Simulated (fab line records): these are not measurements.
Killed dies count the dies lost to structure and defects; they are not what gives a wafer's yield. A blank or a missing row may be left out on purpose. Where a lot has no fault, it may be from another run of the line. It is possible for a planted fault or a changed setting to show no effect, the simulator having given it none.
Struck lot and sound lot, side by side ; flow sky130 ; 16 out of 708 route steps
Sound: these wafers, L718.1, L718.5, L718.6. Struck: wafer L721.6. (L721.1 of the same lot was not struck and is left out.) The cause comes at the end.
At each step with rows: each side's tool, then ch and its chambers, then its first start. Under that, the readings that differ: sound wafers ; struck wafers ; difference of the means ; sigmas: that difference in standard deviations of wafers without a fault.
alike: words and numbers the same on both sides, and readings whose means are apart by under 2 such deviations; not compared: readings that were withheld, readings missing a value for some wafer, numbers with overlapping values and no deviation given by the record, and bounds like >300 which may hide the same value.
Wherever a step has rows on one side only, a row that says differs or no value, or a row with sigmas, the two part there. When numbers do not overlap yet have no deviation, they are printed without sigmas and do not part them. A reading that every wafer of one side lacks parts them only if that side has two wafers or more.

first, 2 steps without rows for these wafers: SKY_METAL3_PEB_11; SKY_METAL3_DEVELOP_12 (develop time 60 s).
SKY_METAL3_CD_MEAS_13 targets a cd of 300 nm.
  sound on cd sem-02 at day 39 00:28; struck on cd sem-01 at day 40 00:46
  alike: cd nm
SKY_METAL3_OVL_MEAS_14:
  sound on overlay-01 at day 39 00:35; struck on overlay-02 at day 40 00:53
  alike: METAL3_OVL
SKY_METAL3_DESCUM_15: chemistry O2, time 8 s.
  sound on rie metal-04 ch 0,1, day 39 00:37; struck on rie metal-03 ch 1, day 40 00:55
reading;sound;struck;difference;sigmas
drypump motor current A (A);5.2 5.2 5.5;6.3;+1.0;+3
  alike: oes product au
  not compared: rf hours counter h
SKY_METAL3_ETCH_16: etches BARC in N2/H2, stops on SiO2, time 88.2 s, target depth 60 nm.
  sound on rie metal-04 ch 0,1, day 39 00:39; struck on rie metal-03 ch 1, day 40 00:57
reading;sound;struck;difference;sigmas
drypump motor current A (A);5.2 5.2 5.5;6.3;+1.0;+3
  alike: oes product au, throttle valve pct
  not compared: rf hours counter h
then, 1 step without rows for these wafers: SKY_METAL3_ETCH_17 (etches SiO2 in C4F8/O2/Ar, stops on TiN, time 3.9 s, target depth 15 nm).
SKY_METAL3_METAL_ETCH_18: etches the open film in Cl2/BCl3, stops on SiO2, target depth 845 nm, time 183.1 s.
  sound on rie metal-03 ch 0,1, day 39 00:46; struck on rie metal-02 ch 0, day 40 01:04
  alike: drypump motor current A, oes product au, throttle valve pct
  not compared: rf hours counter h
SKY_METAL3_STRIP_19: strips in O2/N2.
  sound on plasma asher-02 ch 0,1, day 39 00:56; struck on plasma asher-01 ch 1, day 40 01:15
  alike: drypump motor current A, oes product au, strip time to endpoint s
  not compared: rf hours counter h
then, 3 steps without rows for these wafers: SKY_METAL3_STRIP_20 (strips in post etch residue remover, time 1200 s); SKY_METAL3_CLEAN_21 (cleans in IPA, time 180 s); SKY_METAL3_CLEAN_22 (cleans in O3/DIW).
SKY_VIA3_HDPCVD_00: deposits SiO2, target thk 1635 nm, time 272.5 s.
  sound on hdpcvd-01 ch 0,1, day 39 01:35; struck on hdpcvd-02 ch 2, day 40 01:51
reading;sound;struck;difference;sigmas
model.SiO2_of_VIA3_HDPCVD_00.thk nm (nm);1662 1642 1668;701.6;-955.7;
  alike: pressure mtorr
SKY_VIA3_THK_MEAS_01:
  sound on film metro-03 at day 39 01:45; struck on film metro-02 at day 40 02:01
reading;sound;struck;difference;sigmas
VIA3_HDPCVD_THK (nm);1663 1643 1668;702;-956;-56
SKY_VIA3_CMP_02: polishes SiO2.
  sound on cmp-01 ch 0,1, day 39 02:09; struck on cmp-02 ch 1, day 40 02:11
reading;sound;struck;difference;sigmas
motor current A (A);14.0 12.0 14.7;9.5;-4.1;-2
-- the record jumps here: 7 days lie between the struck wafers' starts before and after (it left off in module VIA3 and takes up again in module PAD_OPEN, whose first step shown is number 708 of the route) --
SKY_PAD_OPEN_PROBE_99:
  sound on prober-02 at day 46 06:44; struck on prober-01 at day 47 02:31
reading;sound;struck;difference;sigmas
model.etest.met4 comb.leak log10 a um;-12.04 -11.86 -12.1;-6.862;+5.138;

== WHERE THEY PART ==
Last at SKY_VIA3_CMP_02 as far as this record goes, first at SKY_METAL3_DESCUM_15.

WHY: what the simulator had put in
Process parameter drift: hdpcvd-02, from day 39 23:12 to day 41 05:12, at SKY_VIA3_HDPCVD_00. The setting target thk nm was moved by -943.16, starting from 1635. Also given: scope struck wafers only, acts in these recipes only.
